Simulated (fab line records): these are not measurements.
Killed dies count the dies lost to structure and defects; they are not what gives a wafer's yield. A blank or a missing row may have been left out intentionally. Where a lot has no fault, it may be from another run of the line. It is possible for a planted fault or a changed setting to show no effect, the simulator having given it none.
fab line records	flow sky130
record: lots: 12	wafers: 36	last_day: 50
route steps=708 shown LDD_P@264 LI_CONTACT@376 CONTACT@432 METAL1@434
lots untouched by any fault: they come from a run of this same line in which no faults occurred
start_h: start of the lot's first displayed wafer, in hours after the record's first day	wait_h: hours elapsed since this lot's preceding step	" repeats the value in the row above	L1.1+2: a single row standing in for several wafers	- no value present, or no start provided	* or withheld: withheld	< > ~ a bound
route shown NAME@n: names a module that has steps shown in the file, with the first one's number in the route	usual: the fault-free wafers' mean and standard deviation	same: alike in all rows	chamber/n: place in a boat	sites: per-site readings	_std_site: the values' standard deviation	_edge_site: outer sites' mean less inner sites'	radius_mm: how far each site lies from the wafer's centre	mask NAME#n: copy n	behind: the last tool/chamber to shape the wafer	hold: the reason the lot was held/the length of the hold in hours/how it ended	device: the transistor (n, p or np) that didn't switch	end of line: tests run on the same wafers once the route is complete	for a step that has no rows: nothing shown but its recipe	killed: the dies lost at the first sort to structure and to defects; this is not the yield of the wafer	map: a wafer's dies, x killed, . not, _ none there
set.NAME: the setting as run; set.NAME@STEP: as run at that earlier step	model.NAME: the simulator's own value behind a step, which no gauge read
route steps across a sampled set of lots; one table per step, one row per wafer
services: when a tool's chamber went out of use (start_h, in hours from the record's first day, below 0 if earlier), for how many hours, and the reason
== steps ==
step: SKY_LDD_P_IMPLANT_09
recipe: species: BF2	energy_kev: 25	dose_cm2: 1e+13	tilt_deg: withheld
usual: beam_energy_keV: 25.000/0.0066	dose_ions_cm2: 1.0001e+13/1.1e+10	faraday_current_uA: 56.4/1.1
same: implant_ion_amu: 49
lot.wafer	tool	chamber	start_h	wait_h	beam_energy_keV	dose_ions_cm2	faraday_current_uA
L684.2	implanter-03	0	449.11	0.0	25.006	9.991e+12	56.5
L684.4	"	0	"	"	25.002	1.0018e+13	56.8
L684.5	"	0	"	"	25.006	9.983e+12	54.3
L685.1	implanter-03	0	457.44	0.0	25.000	1.001e+13	55.4
L685.4	"	0	"	"	25.002	1.0003e+13	55.1
L685.5	"	0	"	"	24.990	1.0014e+13	55.2
L686.3	implanter-03	0	472.58	0.1	24.995	9.987e+12	58.3
L686.5	"	0	"	"	24.996	9.995e+12	55.6
L686.6	"	0	"	"	25.008	1e+13	57.5
L687.4	implanter-03	0	481.26	0.1	25.015	9.999e+12	56.8
L687.5	"	0	"	"	25.004	9.995e+12	55.5
L687.6	"	0	"	"	24.990	1.0007e+13	58.1
L688.1	implanter-02	0	486.48	0.0	25.004	9.988e+12	57.3
L688.3	"	0	"	"	24.992	1.0017e+13	55.7
L688.4	"	0	"	"	25.000	9.993e+12	56.6
L689.1	implanter-01	0	501.28	0.0	24.998	1.0009e+13	56.3
L689.2	"	0	"	"	24.994	1.0007e+13	56.3
L689.3	"	0	"	"	25.005	1.0009e+13	55.2
L690.2	implanter-01	0	509.31	0.0	25.002	1.001e+13	58.0
L690.5	"	0	"	"	25.001	1.0016e+13	57.3
L690.6	"	0	"	"	25.009	9.985e+12	55.5
L697.1	implanter-03	0	565.60	0.0	24.997	2.235e+12	12.5
L697.5	"	0	"	"	24.997	2.238e+12	12.9
L697.6	"	0	"	"	25.004	2.234e+12	12.7
L698.2	implanter-03	0	574.12	0.0	25.000	2.243e+12	12.7
L698.3	"	0	"	"	25.000	2.237e+12	12.5
L698.4	"	0	"	"	25.003	2.233e+12	12.3
L702.3	implanter-02	0	612.54	0.1	25.000	9.989e+12	55.9
L702.4	"	0	"	"	25.005	9.984e+12	55.6
L702.6	"	0	"	"	25.003	9.996e+12	55.0
L704.1	implanter-01	0	635.29	0.0	24.991	1.0008e+13	57.6
L704.4	"	0	"	"	24.990	1.0012e+13	57.5
L704.6	"	0	"	"	24.984	9.991e+12	55.1
L705.3	implanter-01	0	653.14	0.1	25.009	1.0013e+13	54.9
L705.5	"	0	"	"	25.006	9.993e+12	54.1
L705.6	"	0	"	"	25.013	1.0011e+13	56.2
step: SKY_LDD_P_TW_MEAS_11
usual: LDD_P_TW: 644/5.2
lot.wafer	tool	chamber	start_h	wait_h	LDD_P_TW
L684.2	film_metro-02	-	449.35	0.1	642
L684.4	"	-	"	"	645
L684.5	"	-	"	"	638
L685.1	film_metro-01	-	457.69	0.1	646
L685.4	"	-	"	"	643
L685.5	"	-	"	"	644
L686.3	film_metro-02	-	472.80	0.1	639
L686.5	"	-	"	"	632
L686.6	"	-	"	"	639
L687.4	film_metro-01	-	481.46	0.1	652
L687.5	"	-	"	"	653
L687.6	"	-	"	"	654
L688.1	film_metro-04	-	486.73	0.1	642
L688.3	"	-	"	"	641
L688.4	"	-	"	"	648
L689.1	film_metro-02	-	501.53	0.1	633
L689.2	"	-	"	"	633
L689.3	"	-	"	"	637
L690.2	film_metro-02	-	509.54	0.1	638
L690.5	"	-	"	"	635
L690.6	"	-	"	"	637
L697.1	film_metro-01	-	565.85	0.1	402
L697.5	"	-	"	"	405
L697.6	"	-	"	"	403
L698.2	film_metro-01	-	574.36	0.1	404
L698.3	"	-	"	"	406
L698.4	"	-	"	"	406
L702.3	film_metro-01	-	612.76	0.1	653
L702.4	"	-	"	"	648
L702.6	"	-	"	"	650
L704.1	film_metro-02	-	635.54	0.1	636
L704.4	"	-	"	"	638
L704.6	"	-	"	"	638
L705.3	film_metro-01	-	653.36	0.1	648
L705.5	"	-	"	"	653
L705.6	"	-	"	"	649
step: SKY_LI_CONTACT_ETCH_14
recipe: chemistry: N2/H2	target: BARC	ion_energy_ev: 200	source_w: 500	bias_w: 100	pressure_mtorr: 30	n2_flow_sccm: 100	h2_flow_sccm: 200	stop_on: SiO2	time_s: 45.9	target_depth_a: 600
usual: drypump_motor_current_A: 5.6/0.63	oes_product_au: 0.854/0.0051	throttle_valve_pct: 13.224/0.0076
lot.wafer	tool	chamber	start_h	wait_h	drypump_motor_current_A	oes_product_au	rf_hours_counter_h	throttle_valve_pct
L684.2	rie_diel-04	3	692.99	0.0	5.9	0.842	10	13.221
L684.4	"	0	"	"	5.7	0.853	1	13.222
L684.5	"	3	"	"	5.9	0.850	-	13.230
L685.1	rie_diel-01	2	696.70	0.0	5.4	0.845	56	13.220
L685.4	"	0	"	"	5.9	0.853	57	13.218
L685.5	"	1	"	"	5.6	0.860	-	13.226
L686.3	rie_diel-01	3	709.93	0.0	5.1	0.848	1	13.218
L686.5	"	2	"	"	5.4	0.855	-	13.222
L686.6	"	1	"	"	5.7	0.858	-	13.225
L687.4	rie_diel-04	2	717.44	0.0	6.5	0.857	7	13.231
L687.5	"	0	"	"	5.7	0.862	-	13.232
L687.6	"	1	"	"	6.2	0.858	-	13.220
L688.1	rie_diel-01	1	723.30	0.0	5.6	0.860	12	13.224
L688.3	"	2	"	"	5.4	0.857	57	13.234
L688.4	"	3	"	"	5.1	0.853	1	13.225
L689.1	rie_diel-04	3	734.99	0.0	5.9	0.845	11	13.232
L689.2	"	1	"	"	6.2	0.856	5	13.215
L689.3	"	0	"	"	5.7	0.852	2	13.215
L690.2	rie_diel-02	0	744.09	0.0	4.8	0.847	1	13.239
L690.5	"	3	"	"	4.7	0.855	-	13.229
L690.6	"	0	"	"	4.8	0.850	-	13.238
L697.1	rie_diel-02	2	792.98	0.0	5.4	0.854	1	13.219
L697.5	"	3	"	"	4.7	0.854	-	13.226
L697.6	"	0	"	"	4.8	0.851	-	13.226
L698.2	rie_diel-04	3	803.38	0.0	5.9	0.846	13	13.220
L698.3	"	1	"	"	6.2	0.868	7	13.219
L698.4	"	2	"	"	6.4	0.852	9	13.203
L702.3	rie_diel-04	2	839.90	0.0	6.5	0.848	11	13.215
L702.4	"	3	"	"	5.9	0.850	14	13.218
L702.6	"	3	"	"	5.9	0.858	-	13.235
L704.1	rie_diel-04	1	856.15	0.0	6.2	0.850	9	13.222
L704.4	"	3	"	"	5.9	0.845	15	13.228
L704.6	"	3	"	"	5.9	0.849	-	13.228
L705.3	rie_diel-01	3	871.95	0.0	5.1	0.846	7	13.230
L705.5	"	1	"	"	5.6	0.851	-	13.220
L705.6	"	2	"	"	5.4	0.853	-	13.209
step: SKY_CONTACT_THK_MEAS_26
recipe: thk_meas_gauge: xrf	reads: W_of_CONTACT_CVD_24
usual: CONTACT_W_THK: 337/4.7
lot.wafer	tool	chamber	start_h	wait_h	CONTACT_W_THK[nm]
L684.2	film_metro-02	-	753.19	0.1	332
L684.4	"	-	"	"	329
L684.5	"	-	"	"	331
L685.1	film_metro-04	-	756.22	0.1	332
L685.4	"	-	"	"	333
L685.5	"	-	"	"	336
L686.3	film_metro-04	-	768.78	0.1	342
L686.5	"	-	"	"	345
L686.6	"	-	"	"	338
L687.4	film_metro-03	-	776.29	0.1	336
L687.5	"	-	"	"	339
L687.6	"	-	"	"	334
L688.1	film_metro-02	-	782.87	0.1	335
L688.3	"	-	"	"	334
L688.4	"	-	"	"	335
L689.1	film_metro-02	-	792.94	0.1	341
L689.2	"	-	"	"	329
L689.3	"	-	"	"	329
L690.2	film_metro-02	-	801.57	0.1	335
L690.5	"	-	"	"	332
L690.6	"	-	"	"	341
L697.1	film_metro-02	-	848.72	0.1	336
L697.5	"	-	"	"	340
L697.6	"	-	"	"	336
L698.2	film_metro-03	-	858.34	0.1	332
L698.3	"	-	"	"	329
L698.4	"	-	"	"	326
L702.3	film_metro-04	-	895.00	0.1	346
L702.4	"	-	"	"	342
L702.6	"	-	"	"	349
L704.1	film_metro-04	-	911.16	0.1	339
L704.4	"	-	"	"	341
L704.6	"	-	"	"	339
L705.3	film_metro-03	-	926.97	0.1	334
L705.5	"	-	"	"	332
L705.6	"	-	"	"	334
step: SKY_METAL1_SPUTTER_00
recipe: material: Ti	target_thk_nm: 15	power_w: 3000	time_s: 10	chamber_pressure_pa: 0.4
usual: throttle_valve_pct: 29.9/1
lot.wafer	tool	chamber	start_h	wait_h	throttle_valve_pct
L684.2	pvd_sputter-04	-	753.54	0.2	30.7
L684.4	"	-	"	"	29.6
L684.5	"	-	"	"	28.6
L685.1	pvd_sputter-02	-	756.58	0.2	28.9
L685.4	"	-	"	"	29.9
L685.5	"	-	"	"	29.4
L686.3	pvd_sputter-01	-	769.12	0.2	29.4
L686.5	"	-	"	"	29.5
L686.6	"	-	"	"	29.5
L687.4	pvd_sputter-02	-	776.62	0.2	29.4
L687.5	"	-	"	"	29.6
L687.6	"	-	"	"	29.3
L688.1	pvd_sputter-04	-	783.23	0.2	29.6
L688.3	"	-	"	"	30.8
L688.4	"	-	"	"	28.5
L689.1	pvd_sputter-02	-	793.39	0.2	30.0
L689.2	"	-	"	"	28.4
L689.3	"	-	"	"	29.6
L690.2	pvd_sputter-04	-	801.94	0.2	30.6
L690.5	"	-	"	"	29.6
L690.6	"	-	"	"	31.6
L697.1	pvd_sputter-04	-	849.08	0.2	30.8
L697.5	"	-	"	"	30.9
L697.6	"	-	"	"	29.7
L698.2	pvd_sputter-04	-	858.69	0.1	29.8
L698.3	"	-	"	"	30.7
L698.4	"	-	"	"	31.8
L702.3	pvd_sputter-04	-	895.34	0.2	31.4
L702.4	"	-	"	"	28.6
L702.6	"	-	"	"	31.6
L704.1	pvd_sputter-04	-	911.52	0.2	28.6
L704.4	"	-	"	"	31.9
L704.6	"	-	"	"	31.7
L705.3	pvd_sputter-04	-	927.31	0.1	30.6
L705.5	"	-	"	"	29.4
L705.6	"	-	"	"	31.5
== services ==
tool	chamber	start_h	hours	kind
rie_diel-01	2	457.86	2.3	repair
rie_diel-01	0	494.47	5.9	repair
rie_diel-04	0	505.82	11.5	repair
implanter-03	-	511.10	1.0	repair
rie_diel-01	1	526.91	9.2	repair
implanter-01	-	532.23	4.0	repair
rie_diel-01	-	540.42	1.9	repair
rie_diel-04	2	543.76	16.2	repair
implanter-03	-	544.17	4.4	pm
pvd_sputter-04	-	548.90	4.6	repair
pvd_sputter-04	-	611.12	3.5	repair
implanter-03	-	612.02	6.7	repair
implanter-03	-	620.62	0.8	repair
rie_diel-01	0	628.81	6.0	repair
pvd_sputter-04	-	629.63	1.0	repair
rie_diel-01	3	635.22	10.7	repair
implanter-03	-	636.59	1.9	pm
rie_diel-04	-	664.16	1.2	repair
implanter-01	-	669.43	3.3	pm
rie_diel-04	2	750.60	20.0	repair
implanter-03	-	752.34	0.8	repair
rie_diel-04	-	758.74	0.9	repair
implanter-03	-	785.09	7.9	pm
rie_diel-04	0	924.83	5.9	repair
== key ==
first_sign: step: SKY_LDD_P_IMPLANT_09	reading: dose_ions_cm2	direction: down	sigmas: 99+	usual: *	struck: *
effect: step: SKY_LDD_P_IMPLANT_09	reading: faraday_current_uA	direction: down	sigmas: 39	usual: 56.4	struck: 12.6
effect: step: SKY_LDD_P_TW_MEAS_11	reading: LDD_P_TW	direction: down	sigmas: 46	usual: 644	struck: 404
met_at SKY_LDD_P_IMPLANT_09
struck_lots L697,L698
tester_left_out L697,L698
not_acting_at SKY_LI_CONTACT_ETCH_14,SKY_CONTACT_THK_MEAS_26,SKY_METAL1_SPUTTER_00
onset_between 481.26 565.60
fault: kind: process_parameter_drift	tool: implanter-03	chamber: -	onset_h: 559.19	steps: SKY_LDD_P_IMPLANT_09	channel: dose_cm2	offset: *	shape: step	end_h: 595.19	acts_in: *	stated: *
tester_left_out: of these lots the tester's yield and bins aren't shown, on N5 and GAA mostly nor the transistor test; their killed dies are dies lost to structure and defects alone, not to doping, threshold or leakage, so they don't give the yield
